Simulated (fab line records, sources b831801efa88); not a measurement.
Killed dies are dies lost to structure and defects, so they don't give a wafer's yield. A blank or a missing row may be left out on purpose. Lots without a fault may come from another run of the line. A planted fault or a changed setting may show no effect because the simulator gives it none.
Problem report in the 8D (eight disciplines) form, filled by code | flow sfq_line | the parts of the form that need people (team, actions taken, sign-off) are left out

1. THE PROBLEM
chamber_pressure_mTorr at SFQ_TRILAYER_M1_STRIP_STRIP_043 reads a mean of 60.04 mTorr on 6 wafers of 2 lots; wafers without a fault read 50.00 mTorr with a standard deviation of 0.045. That is +99 or more standard deviations from the usual mean.
The step: strips in O2.
First seen on wafer L988.1, day 16 01:02, on rie_metal-03. The record holds 42 wafers of 14 lots with a number at this step. Rule for "out", or "out of limits": more than 4 standard deviations from the usual mean. The other wafers with a number count as sound.

2. WHAT IT IS AND WHAT IT IS NOT
question                    | is                     | is not
which readings at this step | chamber_pressure_mTorr | drypump_motor_current_A, oes_product_au
which lots                  | L988, L992             | L100, L977, L978, L979, L980, L982, L985, L987, L993, L994, L995, L998
which wafers of those lots  | all that have a number | -
read on which tools         | rie_metal-03           | rie_metal-01, rie_metal-04
when                        | from day 16 01:02      | up to then (21 sound wafers); but 15 sound wafers of L100, L993, L994, L995, L998 came after

3. SUSPECTS, AND WHAT RULES EACH OUT
Counting: a tool at a process step up to the reading stays a suspect if it ran every lot that is out and no sound lot after the first of them.
- rie_metal-03 at SFQ_TRILAYER_M1_STRIP_STRIP_043 (strips in O2): ruled out as a lasting fault. Sound lots L100 ran on it after its first lot that is out, L988 (day 16 01:02).
Left after counting: nothing in the record.

4. THE CAUSE (what the simulator had put in)
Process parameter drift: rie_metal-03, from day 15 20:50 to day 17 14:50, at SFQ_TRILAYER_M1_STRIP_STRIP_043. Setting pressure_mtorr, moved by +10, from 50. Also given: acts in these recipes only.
Counting ruled it out, wrongly.

5. THE CHAIN OF EFFECTS, in route order
Each row: a reading whose mean over the struck wafers that have a number lies more than 3 standard deviations from the usual. Only readings for which the record gives a usual standard deviation are gone through. hours: the time from each lot's start at the first step in this table that gives one to its start at this step, as a median over the lots. sigmas: the change in usual standard deviations.
hours | step                            | reading                | usual       | on struck wafers | change | sigmas
0     | SFQ_TRILAYER_M1_STRIP_STRIP_043 | chamber_pressure_mTorr | 50.00 mTorr | 60.04            | +10.04 | +99 or more
The process steps in it:
- SFQ_TRILAYER_M1_STRIP_STRIP_043: strips in O2.
Later measuring or inspecting steps at which every struck wafer that the step has a row for has a number for every such reading, and none has moved that far: SFQ_I3_BOW_MEAS_922.

6. WHAT WOULD HAVE CAUGHT IT SOONER
In this record the first reading out of limits was taken at day 16 01:02, 4 hours after the fault began at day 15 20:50.
